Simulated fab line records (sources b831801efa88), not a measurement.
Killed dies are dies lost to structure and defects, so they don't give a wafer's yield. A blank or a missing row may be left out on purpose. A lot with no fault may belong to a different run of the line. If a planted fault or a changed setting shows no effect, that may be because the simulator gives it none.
Chamber matching    flow sky130    SKY_VIA3_CMP_02 on cmp-02: 4 sister chambers
The step polishes SiO2. 8 wafers are shown with their chamber, then 7 later ones without.

WAFERS, EACH WITH ITS CHAMBER
wafer   chamber  motor current A (A)
L404.1  0        11.6
L410.6  2        11.5
L413.6  2        12.3
L415.2  3        9.8
L415.4  1        12.6
L415.5  1        12.5
L414.2  3        9.8
L414.5  0        11.1

WAFERS WITH NO CHAMBER GIVEN
wafer   motor current A (A)
L414.6  10.2
L422.2  11.9
L422.3  12.3
L422.5  10.3
L423.1  11.0
L423.3  12.0
L423.6  11.2

THE CHAMBER EACH PASSED THROUGH
wafer   from the rows above           in truth
L414.6  3                             3
L422.2  can't be placed: 2 or 0 or 1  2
L422.3  can't be placed: 1 or 2       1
L422.5  can't be placed: 3 or 0       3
L423.1  can't be placed: 0 or 2       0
L423.3  can't be placed: 2 or 1 or 0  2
L423.6  can't be placed: 0 or 2       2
Correct placement for 1 of the 7. These rows do not allow placing 6 (true chamber among the candidates in 6). Number placed wrongly: 0.
How it was worked out, from the rows above alone: a wafer's distance from a chamber is the root of the sum, over the readings, of the square of ((its reading less the chamber's mean) divided by the reading's scatter). If the next closest chamber is less than 2 further off than the closest, the wafer can't be placed; otherwise it belongs to the closest. The mean given for a chamber averages the wafers shown for that chamber. The scatter is the square root of a quotient: the sum, over the shown wafers, of each reading's squared deviation from its chamber's mean, divided by wafers minus chambers.
